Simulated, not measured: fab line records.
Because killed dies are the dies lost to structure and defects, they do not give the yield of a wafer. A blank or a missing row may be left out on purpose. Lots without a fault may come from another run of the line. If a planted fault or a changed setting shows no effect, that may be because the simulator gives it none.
Commonality check across tools -- flow gf180mcu -- Sample size 12 lots and 36 wafers

== REASON FOR OPENING ==
2 of 12 lots carry a flag on the reading LVPWELL_TW at GF_LVPWELL_TW_MEAS_11. Wafers without a fault read 570, standard deviation 3.8.
Rule: a lot is flagged when every wafer of it that has a number lies more than 4 standard deviations from that mean, or none has a number. The other lots count as sound.

lot,measured,on,"LVPWELL_TW, wafer by wafer",flag
L754,day 4 17:08,film-metro-01,574 574 572,
L757,day 5 05:58,film-metro-03,563 565 562,
L758,day 5 12:38,film-metro-03,563 562 560,
L759,day 5 18:56,film-metro-02,572 570 571,
L760,day 6 01:35,film-metro-02,575 576 572,
L761,day 6 08:38,film-metro-03,570 567 567,
L762,day 6 13:13,film-metro-01,570 571 569,
L764,day 7 00:20,film-metro-01,540 540 542,FLAGGED
L765,day 7 04:44,film-metro-02,537 535 537,FLAGGED
L766,day 7 11:14,film-metro-03,566 568 566,
L768,day 7 22:29,film-metro-02,569 570 573,
L773,day 9 04:14,film-metro-03,571 572 573,
The numbers of the flagged lots are 538 on average: -32 against the usual, or -8 standard deviations.

== WHICH TOOL RAN EACH LOT ==
Before the reading, the record contains 2 process steps out of a 602-step route. Read each cell as the tool, then ch plus the chambers that the sampled wafers visited, then the start.
lot,flag,GF_STI_CMP_25,GF_LVPWELL_IMPLANT_09
L754,,"cmp-02 ch 0,2,3, day 2 20:20","implanter-01 ch 0, day 4 16:55"
L757,,"cmp-02 ch 0,2,3, day 3 09:47","implanter-02 ch 0, day 5 05:45"
L758,,"cmp-02 ch 0,1,2, day 3 15:21","implanter-01 ch 0, day 5 12:24"
L759,,"cmp-02 ch 1,3, day 3 22:12","implanter-02 ch 0, day 5 18:42"
L760,,"cmp-02 ch 1,2, day 4 02:32","implanter-03 ch 0, day 6 01:20"
L761,,"cmp-01 ch 0,1,3, day 4 08:40","implanter-03 ch 0, day 6 08:23"
L762,,"cmp-01 ch 0,1,2, day 4 13:06","implanter-03 ch 0, day 6 13:01"
L764,FLAGGED,"cmp-01 ch 0,1, day 4 23:01","implanter-03 ch 0, day 7 00:07"
L765,FLAGGED,"cmp-02 ch 0,1,3, day 5 04:10","implanter-03 ch 0, day 7 04:29"
L766,,"cmp-02 ch 0,1, day 5 09:07","implanter-01 ch 0, day 7 11:01"
L768,,"cmp-01 ch 2,3, day 5 19:34","implanter-01 ch 0, day 7 22:14"
L773,,"cmp-02 ch 0,1,3, day 6 21:29","implanter-02 ch 0, day 9 03:59"
What these steps do:
- GF_STI_CMP_25: polishes, stops on Si3N4, t overpolish 33 s, target thk 524.6 nm.
- GF_LVPWELL_IMPLANT_09
- GF_LVPWELL_TW_MEAS_11

== FLAGGED AGAINST TOTAL, ONE TOOL AT A TIME (gauges that did the reading follow at the end) ==
step,tool,lots run,flagged,share of the flagged lots,sound lots run after its first flagged lot
GF_STI_CMP_25,cmp-01,4,1,some,1 (L768)
GF_STI_CMP_25,cmp-02,8,1,some,"2 (L766,L773)"
GF_LVPWELL_IMPLANT_09,implanter-01,4,0,none,-
GF_LVPWELL_IMPLANT_09,implanter-02,3,0,none,-
GF_LVPWELL_IMPLANT_09,implanter-03,5,2,all,0
GF_LVPWELL_TW_MEAS_11,film-metro-01,3,1,some,0
GF_LVPWELL_TW_MEAS_11,film-metro-02,4,1,some,1 (L768)
GF_LVPWELL_TW_MEAS_11,film-metro-03,5,0,none,-

== WHAT THE TABLE ALLOWS ==
All flagged lots share 1 row of the table, namely implanter-03 at GF_LVPWELL_IMPLANT_09.
- implanter-03 at GF_LVPWELL_IMPLANT_09: 2 of its 5 lots flagged. Last sound lot L762 at day 6 13:01, first flagged lot L764 at day 7 00:07; a fault beginning in between fits. Its own readings (dose-ions-cm2, faraday-current-uA) fall more than 4 standard deviations out on all wafers of the flagged lots.
implanter-03 at GF_LVPWELL_IMPLANT_09 is the single tool remaining.

== WHAT WAS PUT IN BY THE SIMULATOR ==
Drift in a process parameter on implanter-03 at GF_LVPWELL_IMPLANT_09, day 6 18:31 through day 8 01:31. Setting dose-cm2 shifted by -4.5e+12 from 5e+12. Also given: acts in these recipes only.
Shown lots that were struck: L764, L765. Same finding as the rule above.
